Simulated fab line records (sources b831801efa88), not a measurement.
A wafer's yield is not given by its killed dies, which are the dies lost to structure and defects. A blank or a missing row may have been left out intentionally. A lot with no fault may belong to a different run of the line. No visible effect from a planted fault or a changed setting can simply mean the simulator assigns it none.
8D (eight disciplines) problem report, filled in by code | flow gf180mcu | the parts of the form that need people (team, actions taken, sign-off) are left out

== 1. THE PROBLEM ==
Wafers free of any fault read 1202 (standard deviation 13) for VT_IMPLANT_2_TW at GF_VT_IMPLANT_TW_MEAS_21, against a mean of 1110 on 4 wafers of 3 lots. Relative to the usual mean, that is a shift of -7.0 standard deviations.
First seen on wafer L630.1, day 8 17:57, on filmMetro-02. Wafers with a number at this step in the record: 35, from 12 lots. Rule for "out" (also "out of limits"): further than 4 standard deviations from the usual mean. All remaining wafers that have a number are taken as sound.

== 2. WHAT IT IS, WHAT IT ISN'T ==
question                    | is                             | is not
which readings at this step | VT_IMPLANT_2_TW                | -
which lots                  | L630, L632, L633               | L623, L624, L625, L626, L627, L629, L634, L643, L644
which wafers of those lots  | L630.1, L630.6, L632.1, L633.6 | L630.3, L632.2, L632.3, L633.5
read on which gauges        | filmMetro-01, filmMetro-02     | -
when                        | from day 8 17:57               | up to then (19 sound wafers); but 12 sound wafers of L632, L633, L634, L643, L644 came after

== 3. SUSPECTS, AND WHAT RULES EACH OUT ==
Counting: a tool at a process step up to the reading stays a suspect if it ran every lot that is out. Sound lots after the first of them don't rule it out here, since some wafers of a struck lot are sound.
- the gauge at GF_VT_IMPLANT_TW_MEAS_21: ruled out. 2 gauges (filmMetro-01, filmMetro-02) read the wafers that are out.
- cmp-01 at GF_STI_CMP_25 (polishes, stops on Si3N4, t overpolish 33 s, target thk 524.6 nm): kept. It processed each lot that is out (first: L630, day 4 02:25); up to then, its last sound lot is L623 (day 2 15:22).
- implanter-03 at GF_VT_IMPLANT_IMPLANT_19: kept. It processed each lot that is out (first: L630, day 8 17:42); up to then, its last sound lot is L629 (day 8 10:55). Out on those wafers are its own readings of beamOnS, faradayCurrentUA.
Remaining after the count are cmp-01 at GF_STI_CMP_25 and implanter-03 at GF_VT_IMPLANT_IMPLANT_19.

== 4. THE CAUSE (what the simulator had put in) ==
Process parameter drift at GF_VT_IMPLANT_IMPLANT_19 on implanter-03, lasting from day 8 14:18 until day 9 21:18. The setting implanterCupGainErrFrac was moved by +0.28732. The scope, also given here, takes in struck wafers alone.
Of the 2 suspects that counting leaves, this tool is one.

== 5. THE EFFECT CHAIN, in route order ==
Each row: a reading whose mean over the struck wafers that have a number lies more than 3 standard deviations from the usual. Scope: only readings with a usual standard deviation given in the record; hours: median across lots of the time from each lot's start at the first step in this table that gives one to its start at this step; sigmas: change in usual standard deviations.
hours | step                     | reading          | usual   | on struck wafers | change | sigmas
0     | GF_VT_IMPLANT_IMPLANT_19 | beamOnS          | 10.00 s | 7.79             | -2.21  | -11
0     | GF_VT_IMPLANT_IMPLANT_19 | faradayCurrentUA | 24.5    | 31.6             | +7.1   | +14
0     | GF_VT_IMPLANT_TW_MEAS_21 | VT_IMPLANT_2_TW  | 1202    | 1110             | -92    | -7.0
Here are the process steps it includes:
- GF_VT_IMPLANT_IMPLANT_19

== 6. HOW IT WOULD HAVE BEEN CAUGHT EARLIER ==
Counted from the fault's start at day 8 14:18, it took 4 hours until the first out-of-limits reading at a measuring or inspecting step in this record, taken at day 8 17:57.
Tool's own readings at GF_VT_IMPLANT_IMPLANT_19, beamOnS, faradayCurrentUA: out on all struck wafers the step has rows for; an alarm limit on them would have tripped on the first.
Of the lots that are out (3), L632, L633 began GF_VT_IMPLANT_IMPLANT_19 on implanter-03 after day 8 17:57. A hold on the tool at that time would have spared those 2.
